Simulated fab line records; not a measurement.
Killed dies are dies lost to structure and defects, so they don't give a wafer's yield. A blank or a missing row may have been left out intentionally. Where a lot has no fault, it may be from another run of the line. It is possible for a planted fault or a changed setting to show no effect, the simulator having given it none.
Problem report in the 8D (eight disciplines) form, filled by code + flow sky130 + the parts of the form that need people (team, actions taken, sign-off) are left out

== 1. THE PROBLEM ==
cd nm at SKY_SONOS_TUNNEL_CD_MEAS_07 reads a mean of 397.9 nm on 3 wafers of 3 lots; wafers without a fault read 410.6 nm with a standard deviation of 2.3. That is -5.5 standard deviations from the usual mean.
The step: target cd 410 nm.
Earliest sighting: wafer L568.6 on cd sem-02 at day 15 08:55. Wafers with a number at this step in the record: 42, from 15 lots. Rule for "out", or "out of limits": more than 4 standard deviations from the usual mean. The other wafers with a number count as sound.

== 2. WHAT IT IS; WHAT IT IS NOT ==
| question                    | is                     | is not                                                                                                   |
|-----------------------------|------------------------|----------------------------------------------------------------------------------------------------------|
| which readings at this step | cd nm                  | -                                                                                                        |
| which lots                  | L568, L569, L570       | L557, L558, L559, L560, L561, L562, L563, L573, L576, L577, L578, L579                                   |
| which wafers of those lots  | L568.6, L569.6, L570.6 | L568.3, L569.5, L570.5                                                                                   |
| read on which gauges        | cd sem-01, cd sem-02   | -                                                                                                        |
| when                        | from day 15 08:55      | up to then (22 sound wafers); but 17 sound wafers of L569, L570, L573, L576, L577, L578, L579 came after |

== 3. THE SUSPECTS, EACH WITH WHAT RULES IT OUT ==
Counting: any tool at a process step up to the reading remains a suspect provided it ran every lot that is out. Sound lots after the first of them don't rule it out here, since some wafers of a struck lot are sound.
- the gauge at SKY_SONOS_TUNNEL_CD_MEAS_07 has been ruled out. The wafers that are out were read on 2 gauges (cd sem-01, cd sem-02).
- litho track-04 at SKY_SONOS_TUNNEL_DEVELOP_06 (develop time 60 s): kept. Ran every lot that is out, first one L568 (day 15 08:47); last sound lot up to then L563 (day 13 17:29).
After counting, what remains is litho track-04 at SKY_SONOS_TUNNEL_DEVELOP_06.

== 4. THE CAUSE (what the simulator had put in) ==
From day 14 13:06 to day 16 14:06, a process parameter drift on litho track-04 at SKY_SONOS_TUNNEL_DEVELOP_06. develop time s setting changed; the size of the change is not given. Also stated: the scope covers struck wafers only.
Counting left only this tool.

== 5. SEQUENCE OF EFFECTS, ordered by route ==
Rows list readings where the struck wafers' mean (over those with a number) sits beyond 3 standard deviations from the usual. Only readings for which the record gives a usual standard deviation are gone through. hours: the time from each lot's start at the first step in this table that gives one to its start at this step, as a median over the lots. sigmas: the change in usual standard deviations.
| hours | step                        | reading | usual    | on struck wafers | change | sigmas |
|-------|-----------------------------|---------|----------|------------------|--------|--------|
| 0     | SKY_SONOS_TUNNEL_CD_MEAS_07 | cd nm   | 410.6 nm | 397.9            | -12.7  | -5.5   |

== 6. HOW IT WOULD HAVE BEEN CAUGHT EARLIER ==
In this record the first reading out of limits at a measuring or inspecting step was taken at day 15 08:55, 20 hours after the fault began at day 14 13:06.
Lots out: 3; of these, L569, L570 started SKY_SONOS_TUNNEL_DEVELOP_06 on litho track-04 after day 15 08:55. A hold on the tool at that time would have spared those 2.
